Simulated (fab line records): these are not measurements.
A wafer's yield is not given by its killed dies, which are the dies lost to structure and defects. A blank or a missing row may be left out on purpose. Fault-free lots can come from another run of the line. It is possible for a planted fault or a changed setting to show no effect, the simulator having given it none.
Which of the tools did it? || flow sky130 || Sampling: 12 lots, 36 wafers, 4 of 708 route steps

WHAT THE GAUGES READ, wafer by wafer
SKY_CAPM_THK_MEAS_01.
{"lot": "L075", "measured": "day 36 21:40", "on": "film-metro-02", "CAPM_CVD_00_THK (nm)": "15.63 15.99 15.89"}
{"lot": "L077", "measured": "day 37 15:00", "on": "film-metro-02", "CAPM_CVD_00_THK (nm)": "15.35 15.74 15.61"}
{"lot": "L079", "measured": "day 38 14:49", "on": "film-metro-02", "CAPM_CVD_00_THK (nm)": "15.53 15.73 15.67"}
{"lot": "L081", "measured": "day 38 21:01", "on": "film-metro-03", "CAPM_CVD_00_THK (nm)": "15.65 15.62 15.90"}
{"lot": "L083", "measured": "day 39 10:11", "on": "film-metro-02", "CAPM_CVD_00_THK (nm)": "15.69 15.51 15.47"}
{"lot": "L085", "measured": "day 40 03:46", "on": "film-metro-03", "CAPM_CVD_00_THK (nm)": "15.37 15.68 15.79"}
{"lot": "L087", "measured": "day 40 16:45", "on": "film-metro-02", "CAPM_CVD_00_THK (nm)": "15.24 15.62 15.72"}
{"lot": "L089", "measured": "day 41 04:47", "on": "film-metro-02", "CAPM_CVD_00_THK (nm)": "15.49 15.68 15.59"}
{"lot": "L091", "measured": "day 41 14:43", "on": "film-metro-01", "CAPM_CVD_00_THK (nm)": "15.31 15.73 15.73"}
{"lot": "L093", "measured": "day 42 06:25", "on": "film-metro-02", "CAPM_CVD_00_THK (nm)": "15.75 15.37 15.70"}
{"lot": "L095", "measured": "day 42 22:01", "on": "film-metro-03", "CAPM_CVD_00_THK (nm)": "15.31 15.10 15.59"}
{"lot": "L097", "measured": "day 43 05:32", "on": "film-metro-01", "CAPM_CVD_00_THK (nm)": "15.64 16.19 15.92"}

TOOL THAT RAN EACH LOT (tool first, then ch and the chambers of the sampled wafers, then the start)
{"lot": "L075", "SKY_LDD_P_STRIP_10": "plasma-asher-02 ch 0,1, day 19 09:58", "SKY_METAL2_SPUTTER_02": "pvd-sputter-01, day 34 14:38", "SKY_CAPM_CVD_00": "pecvd-03 ch 0,1, day 36 21:39"}
{"lot": "L077", "SKY_LDD_P_STRIP_10": "plasma-asher-04 ch 0,1, day 20 06:19", "SKY_METAL2_SPUTTER_02": "pvd-sputter-02, day 35 06:58", "SKY_CAPM_CVD_00": "pecvd-01 ch 1,2, day 37 14:59"}
{"lot": "L079", "SKY_LDD_P_STRIP_10": "plasma-asher-04 ch 0, day 21 11:07", "SKY_METAL2_SPUTTER_02": "pvd-sputter-02, day 36 06:29", "SKY_CAPM_CVD_00": "pecvd-01 ch 1,2, day 38 14:47"}
{"lot": "L081", "SKY_LDD_P_STRIP_10": "plasma-asher-02 ch 0,1, day 21 21:08", "SKY_METAL2_SPUTTER_02": "pvd-sputter-04, day 36 14:10", "SKY_CAPM_CVD_00": "pecvd-03 ch 0,1, day 38 20:59"}
{"lot": "L083", "SKY_LDD_P_STRIP_10": "plasma-asher-01 ch 0,1, day 22 17:17", "SKY_METAL2_SPUTTER_02": "pvd-sputter-04, day 37 05:03", "SKY_CAPM_CVD_00": "pecvd-01 ch 0,1,2, day 39 10:08"}
{"lot": "L085", "SKY_LDD_P_STRIP_10": "plasma-asher-01 ch 0, day 23 12:05", "SKY_METAL2_SPUTTER_02": "pvd-sputter-01, day 37 22:04", "SKY_CAPM_CVD_00": "pecvd-03 ch 0,1, day 40 03:44"}
{"lot": "L087", "SKY_LDD_P_STRIP_10": "plasma-asher-02 ch 0,1, day 24 02:07", "SKY_METAL2_SPUTTER_02": "pvd-sputter-04, day 38 11:29", "SKY_CAPM_CVD_00": "pecvd-04 ch 0,1, day 40 16:44"}
{"lot": "L089", "SKY_LDD_P_STRIP_10": "plasma-asher-04 ch 0,1, day 24 18:47", "SKY_METAL2_SPUTTER_02": "pvd-sputter-02, day 38 23:25", "SKY_CAPM_CVD_00": "pecvd-04 ch 1,2, day 41 04:44"}
{"lot": "L091", "SKY_LDD_P_STRIP_10": "plasma-asher-02 ch 1, day 25 06:58", "SKY_METAL2_SPUTTER_02": "pvd-sputter-01, day 39 09:41", "SKY_CAPM_CVD_00": "pecvd-01 ch 1,2, day 41 14:41"}
{"lot": "L093", "SKY_LDD_P_STRIP_10": "plasma-asher-04 ch 0,1, day 26 02:22", "SKY_METAL2_SPUTTER_02": "pvd-sputter-01, day 40 01:18", "SKY_CAPM_CVD_00": "pecvd-03 ch 1,2, day 42 06:23"}
{"lot": "L095", "SKY_LDD_P_STRIP_10": "plasma-asher-02 ch 0,1, day 26 18:11", "SKY_METAL2_SPUTTER_02": "pvd-sputter-04, day 40 18:07", "SKY_CAPM_CVD_00": "pecvd-03 ch 0,2, day 42 21:59"}
{"lot": "L097", "SKY_LDD_P_STRIP_10": "plasma-asher-04 ch 0,1, day 27 08:40", "SKY_METAL2_SPUTTER_02": "pvd-sputter-02, day 41 02:33", "SKY_CAPM_CVD_00": "pecvd-03 ch 0,1,2, day 43 05:29"}
- SKY_LDD_P_STRIP_10: strips in O2/N2.
- SKY_METAL2_SPUTTER_02: material AlCu, target thk 250 nm, time 13.3 s.
- SKY_CAPM_CVD_00: deposits SiO2, target thk 15.5 nm.

THE ANSWER, worked out from the rows above alone
Rule: what is usual is taken from the lots themselves. Put in order of their means at a reading, lots are off if they are a third of the lots or fewer, leave a main group of 4 or more, and stand apart from it by a gap of 3 or more times the standard deviation of the main group's means; of several such gaps the widest counts. Not used: any main group whose means are identical at the precision the tables above print for the reading. A lot without any number at a reading at which 4 lots or more have one is off too. The other lots that the step has rows for count as sound.
No lot is off on any of the readings shown, so nothing can be concluded from this.

WHAT WAS PUT IN BY THE SIMULATOR
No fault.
